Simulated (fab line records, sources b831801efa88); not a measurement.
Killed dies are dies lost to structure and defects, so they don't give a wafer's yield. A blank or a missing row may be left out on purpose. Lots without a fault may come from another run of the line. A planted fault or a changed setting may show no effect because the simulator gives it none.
Which tool did it? | flow sky130 | 12 lots, 36 wafers sampled, at 3 steps of a route of 708

WHAT THE GAUGES READ, wafer by wafer
SKY_VT_ADJUST_NCORE_TW_MEAS_11. Usual: VT_ADJUST_NCORE_TW 219.1, standard deviation 1.2.
lot  | measured     | on            | VT_ADJUST_NCORE_TW | flag
L224 | day 8 13:05  | film_metro-03 | 219.6 219.7 219.5  |
L225 | day 8 19:01  | film_metro-03 | 219.7 218.6 219.7  |
L230 | day 10 05:34 | film_metro-04 | 218.5 218.1 218.8  |
L231 | day 10 13:04 | film_metro-01 | 219.8 218.7 218.4  |
L236 | day 12 04:55 | film_metro-03 | 220.3 221.0 220.8  |
L238 | day 12 12:33 | film_metro-03 | 221.2 220.1 219.6  |
L239 | day 13 00:02 | film_metro-01 | 220.5 219.0 219.9  |
L241 | day 13 15:53 | film_metro-04 | 216.4 217.0 217.7  |
L242 | day 13 16:19 | film_metro-01 | 219.5 219.2 219.8  |
L243 | day 14 02:44 | film_metro-01 | 220.0 220.4 219.7  |
L244 | day 14 13:14 | film_metro-01 | 220.0 218.5 218.6  |
L246 | day 15 00:01 | film_metro-03 | 217.8 218.8 218.3  |

WHICH TOOL RAN EACH LOT (tool, then ch and the chambers of the sampled wafers, then the start)
lot  | SKY_FIELD_ISO_ETCH_15             | SKY_PWDE_STRIP_09
L224 | rie_diel-02 ch 0,2,3, day 2 05:43 | plasma_asher-02 ch 0,1, day 3 21:23
L225 | rie_diel-02 ch 0,1,2, day 2 10:28 | plasma_asher-01 ch 0,1, day 4 00:54
L230 | rie_diel-04 ch 0,1, day 3 11:07   | plasma_asher-01 ch 0,1, day 5 04:10
L231 | rie_diel-04 ch 0,2,3, day 3 16:51 | plasma_asher-02 ch 0,1, day 5 10:49
L236 | rie_diel-04 ch 0,2,3, day 4 18:49 | plasma_asher-01 ch 0,1, day 6 17:18
L238 | rie_diel-01 ch 0,2,3, day 5 04:34 | plasma_asher-01 ch 0,1, day 7 01:30
L239 | rie_diel-02 ch 0,3, day 5 10:06   | plasma_asher-02 ch 0,1, day 7 10:04
L241 | rie_diel-04 ch 1,3, day 5 23:10   | plasma_asher-01 ch 1, day 7 20:49
L242 | rie_diel-02 ch 0,1, day 6 02:16   | plasma_asher-04 ch 0,1, day 7 23:47
L243 | rie_diel-01 ch 0,1,2, day 6 08:40 | plasma_asher-01 ch 0,1, day 8 06:23
L244 | rie_diel-04 ch 0,2,3, day 6 12:36 | plasma_asher-02 ch 0,1, day 8 14:25
L246 | rie_diel-04 ch 0,2,3, day 6 22:52 | plasma_asher-04 ch 1, day 8 22:48
- SKY_FIELD_ISO_ETCH_15: etches the open film in CHF3/O2, stops on Si, target depth 180 nm, time 72 s.
- SKY_PWDE_STRIP_09: strips in O2/N2.

WHAT THE TOOLS THEMSELVES READ (means of the sampled wafers that have a number; where no wafer has one, the mark that the record gives instead)
SKY_FIELD_ISO_ETCH_15. Usual: drypump_motor_current_A 5.7 A, standard deviation 0.57; oes_product_au 0.947 a.u., standard deviation 0.0069; rf_fwd_power_W 595.4 W, standard deviation 1.9; throttle_valve_pct 8.845 %, standard deviation 0.0094.
lot  | tool        | drypump_motor_current_A (A) | oes_product_au (a.u.) | rf_fwd_power_W (W) | throttle_valve_pct (%) | flag
L224 | rie_diel-02 | 5.6                         | 0.952                 | 593.8              | 8.852                  |
L225 | rie_diel-02 | 5.5                         | 0.946                 | 595.6              | 8.845                  |
L230 | rie_diel-04 | 6.0                         | 0.944                 | 593.7              | 8.843                  |
L231 | rie_diel-04 | 6.2                         | 0.936                 | 594.0              | 8.838                  |
L236 | rie_diel-04 | 6.2                         | 0.949                 | 596.1              | 8.850                  |
L238 | rie_diel-01 | 5.2                         | 0.951                 | 594.7              | 8.841                  |
L239 | rie_diel-02 | 5.3                         | 0.944                 | 596.2              | 8.830                  |
L241 | rie_diel-04 | 6.3                         | 0.956                 | 593.4              | 8.847                  |
L242 | rie_diel-02 | 5.2                         | 0.945                 | 597.1              | 8.840                  |
L243 | rie_diel-01 | 5.3                         | 0.948                 | 596.4              | 8.849                  |
L244 | rie_diel-04 | 6.2                         | 0.952                 | 596.0              | 8.854                  |
L246 | rie_diel-04 | 6.2                         | 0.943                 | 596.6              | 8.846                  |

SKY_PWDE_STRIP_09. Usual: drypump_motor_current_A 5.6 A, standard deviation 0.38; oes_product_au 0.721 a.u., standard deviation 0.0043; strip_time_to_endpoint_s 36.89 s, standard deviation 0.091.
lot  | tool            | drypump_motor_current_A (A) | oes_product_au (a.u.) | strip_time_to_endpoint_s (s) | flag
L224 | plasma_asher-02 | 5.9                         | 0.719                 | 36.80                        |
L225 | plasma_asher-01 | 5.4                         | 0.720                 | 36.76                        |
L230 | plasma_asher-01 | 5.4                         | 0.722                 | 36.91                        |
L231 | plasma_asher-02 | 5.6                         | 0.717                 | 36.86                        |
L236 | plasma_asher-01 | 5.5                         | 0.723                 | 36.92                        |
L238 | plasma_asher-01 | 5.4                         | 0.719                 | 36.89                        |
L239 | plasma_asher-02 | 5.8                         | 0.721                 | 36.87                        |
L241 | plasma_asher-01 | 5.5                         | 0.723                 | 36.97                        |
L242 | plasma_asher-04 | 6.1                         | 0.718                 | 36.96                        |
L243 | plasma_asher-01 | 5.4                         | 0.723                 | 36.97                        |
L244 | plasma_asher-02 | 5.9                         | 0.722                 | 36.87                        |
L246 | plasma_asher-04 | 6.3                         | 0.722                 | 36.90                        |

THE ANSWER, worked out from the rows above alone
Rule: a lot is off if the mean of its wafers that have a number lies more than 3 standard deviations from the usual mean. A lot without any number at a reading at which 4 lots or more have one is off too. The other lots that the step has rows for count as sound. The gauges are gone through in route order, then the tools' own readings, and for those a lot's mean is taken as printed above. The first step at which some lot is off is used, and at that step the reading that is off furthest; a lot without a number counts as furthest.
No lot is off at any reading shown: from this, nothing can be told.

WHAT THE SIMULATOR HAD PUT IN
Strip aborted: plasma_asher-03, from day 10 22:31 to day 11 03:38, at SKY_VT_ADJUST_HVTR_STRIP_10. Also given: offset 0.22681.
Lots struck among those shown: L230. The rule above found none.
